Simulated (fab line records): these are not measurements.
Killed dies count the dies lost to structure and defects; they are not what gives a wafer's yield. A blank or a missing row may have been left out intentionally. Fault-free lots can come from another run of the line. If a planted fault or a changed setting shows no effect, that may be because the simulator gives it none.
Comparing a struck lot with a sound one :: flow sfq line :: 14 out of 325 route steps
Sound: wafers L163.1, L163.3, L163.4. Wafers struck: L176.2, L176.4, L176.5. The cause is given at the end.
Per side, at each step with rows, come the tool, then ch with its chambers, and then its first start. Under that, the readings that differ: sound wafers :: struck wafers :: difference of the means :: sigmas: that difference in standard deviations of wafers without a fault.
alike: readings with means less than 2 such deviations apart, plus words and numbers identical on both sides. not compared: withheld readings, readings lacking a value on some wafer, bounds such as >300 that could conceal the same value, and numbers that have no deviation in the record and whose values overlap.
Wherever a step has rows on one side only, a row that says differs or no value, or a row with sigmas, the two part there. When numbers do not overlap yet have no deviation, they are printed without sigmas and do not part them. A reading that every wafer of one side lacks parts them only if that side has two wafers or more.

first, 6 steps without rows for these wafers: SFQ_TRILAYER_M3_LITHO_COAT_080 (resist thk 62 nm); SFQ_TRILAYER_M3_LITHO_COAT_075 (resist thk 600 nm); SFQ_TRILAYER_M3_LITHO_SOFTBAKE_079; SFQ_TRILAYER_M3_LITHO_EXPOSE_076 (exposes mask M3, target cd 500 nm); SFQ_TRILAYER_M3_LITHO_PEB_078 (peb time 60 s); SFQ_TRILAYER_M3_LITHO_DEVELOP_077 (time 60 s).
SFQ_M3_OVL_MEAS_921:
  sound: overlay-02 at day 26 12:43; struck: overlay-01 at day 39 00:51
  alike: M3_OVL
SFQ_TRILAYER_M3_BARC_OPEN_METAL_ETCH_100: etches BARC in O2, target depth 125 nm, time 41.7 s.
  sound on rie metal-02 ch 0,1, day 26 12:45; struck on rie metal-02 ch 1, day 39 00:53
  alike: drypump motor current A, he backside leak sccm, oes product au
  not compared: rf hours counter h
SFQ_TRILAYER_M3_ETCH_METAL_ETCH_078: etches Nb in Cl2/Ar, stops on SiO2, target depth 240 nm, time 120 s.
  sound on rie metal-02 ch 0,1, day 26 12:49; struck on rie metal-02 ch 1, day 39 00:56
reading: he backside leak sccm (sccm)
sound: 3.30 3.37 3.50
struck: 3.58 3.99 3.83
difference: +0.41
sigmas: +2

reading: oes product au (a.u.)
sound: 0.879 0.883 0.889
struck: 0.902 0.906 0.901
difference: +0.019
sigmas: +3
  alike: drypump motor current A
  not compared: rf hours counter h
SFQ_TRILAYER_M3_STRIP_STRIP_079: strips in O2.
  sound on rie metal-02 ch 0,1, day 26 12:56; struck on rie metal-02 ch 1, day 39 01:04
reading: he backside leak sccm (sccm)
sound: 3.11 3.37 3.67
struck: 3.86 3.74 3.71
difference: +0.39
sigmas: +2
  alike: drypump motor current A, oes product au
  not compared: rf hours counter h
then, 1 step without rows for these wafers: SFQ_TRILAYER_M3_STRIP_SOLV_CLEAN_080 (cleans in NMP, time 600 s).
SFQ_TRILAYER_I3_DEP_PECVD_081: deposits SiO2 from SiH4/N2O, time 111.11 s, target thk 500 nm.
  sound on pecvd-03 ch 0,2, day 26 13:53; struck on pecvd-03 ch 0,1, day 39 01:50
reading: heater power outer w (W)
sound: 41 63 29
struck: 11 22 0
difference: -33
sigmas: -2

reading: heater power w (W)
sound: 102 131 82
struck: 55 76 40
difference: -48
sigmas: -2

reading: rf fwd power W (W)
sound: 182.2 182.3 183.0
struck: 255.7 255.9 255.3
difference: +73.1
sigmas: +99 or more

reading: showerhead vpp V (V)
sound: 752 826 765
struck: 974 881 952
difference: +155
sigmas: +3

reading: model.SiO2_of_TRILAYER_I3_DEP_PECVD_081.thk nm (nm)
sound: 493.2 500 508
struck: 548.8 560.9 558.1
difference: +55.5
sigmas: 
  alike: throttle valve pct
  not compared: since wet clean h
SFQ_TRILAYER_I3_CMP_CMP_082: polishes SiO2.
  sound on cmp-02 ch 0,1,3, day 28 07:08; struck on cmp-01 ch 1,3, day 39 02:25
reading: time to endpoint s (s)
sound: 208 210 220
struck: 245 255 250
difference: +37
sigmas: +5
  alike: motor current A, retaining ring pressure frac
SFQ_I3_BOW_MEAS_922:
  sound: film metro-01 at day 28 10:08; struck: film metro-01 at day 39 04:56
  alike: I3_BOW

## WHERE THEY PART
At SFQ_TRILAYER_M3_ETCH_METAL_ETCH_078 first; at SFQ_TRILAYER_I3_CMP_CMP_082 last (within this record only). Later steps at which nothing parts them and some readings are alike: SFQ_I3_BOW_MEAS_922.

WHY: the cause the simulator had injected
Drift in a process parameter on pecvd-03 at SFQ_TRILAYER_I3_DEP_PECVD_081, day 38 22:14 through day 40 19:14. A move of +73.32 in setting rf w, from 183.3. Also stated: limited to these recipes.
